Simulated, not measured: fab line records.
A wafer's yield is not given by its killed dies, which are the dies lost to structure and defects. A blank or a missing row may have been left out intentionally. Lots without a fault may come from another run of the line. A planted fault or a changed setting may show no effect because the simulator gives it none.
Chamber matching || flow sky130 || 4 sister chambers for SKY_LI_CONTACT_CMP_24 on cmp-02
The step polishes, stops on PSG, t overpolish 20 s, target thk 0 nm. 4 wafers are shown with their chamber, then 11 later ones without.

== EACH WAFER AND ITS CHAMBER ==
{"wafer": "L081.6", "chamber": 0, "motor_current_A (A)": 11.0}
{"wafer": "L086.2", "chamber": 1, "motor_current_A (A)": 10.9}
{"wafer": "L086.5", "chamber": 2, "motor_current_A (A)": 13.0}
{"wafer": "L090.1", "chamber": 3, "motor_current_A (A)": 11.1}

== WAFERS WITHOUT THEIR CHAMBER ==
{"wafer": "L090.4", "motor_current_A (A)": 12.7}
{"wafer": "L090.6", "motor_current_A (A)": 12.4}
{"wafer": "L093.1", "motor_current_A (A)": 11.5}
{"wafer": "L093.3", "motor_current_A (A)": 11.5}
{"wafer": "L093.5", "motor_current_A (A)": 12.7}
{"wafer": "L094.1", "motor_current_A (A)": 12.2}
{"wafer": "L094.5", "motor_current_A (A)": 12.0}
{"wafer": "L094.6", "motor_current_A (A)": 11.0}
{"wafer": "L096.2", "motor_current_A (A)": 10.9}
{"wafer": "L096.3", "motor_current_A (A)": 12.4}
{"wafer": "L096.4", "motor_current_A (A)": 10.8}

== WHICH CHAMBER EACH WENT THROUGH ==
{"wafer": "L090.4", "from the rows above": 2, "in truth": 2}
{"wafer": "L090.6", "from the rows above": "can't be placed: 2 or 3 or 0 or 1", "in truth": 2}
{"wafer": "L093.1", "from the rows above": "can't be placed: 3 or 0 or 1", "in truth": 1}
{"wafer": "L093.3", "from the rows above": "can't be placed: 3 or 0 or 1", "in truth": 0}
{"wafer": "L093.5", "from the rows above": 2, "in truth": 2}
{"wafer": "L094.1", "from the rows above": "can't be placed: 2 or 3 or 0 or 1", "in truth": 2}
{"wafer": "L094.5", "from the rows above": "can't be placed: 3 or 0 or 2 or 1", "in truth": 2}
{"wafer": "L094.6", "from the rows above": "can't be placed: 0 or 1 or 3", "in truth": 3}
{"wafer": "L096.2", "from the rows above": "can't be placed: 1 or 0 or 3", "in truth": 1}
{"wafer": "L096.3", "from the rows above": "can't be placed: 2 or 3 or 0 or 1", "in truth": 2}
{"wafer": "L096.4", "from the rows above": "can't be placed: 1 or 0 or 3", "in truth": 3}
Correctly placed: 2 of 11. Unplaceable from these rows: 9, with the true chamber sitting among the candidates in 9. Placed wrongly: 0.
How it was worked out, from the rows above alone: a wafer's distance from a chamber is the root of the sum, over the readings, of the square of ((its reading less the chamber's mean) divided by the reading's scatter). The wafer belongs to the nearest chamber; if the next one is less than 2 further off, it can't be placed. A chamber's mean is the mean of its shown wafers. The scatter: root of mean squared gap, hidden wafer to nearest shown wafer, with one shown wafer a chamber.
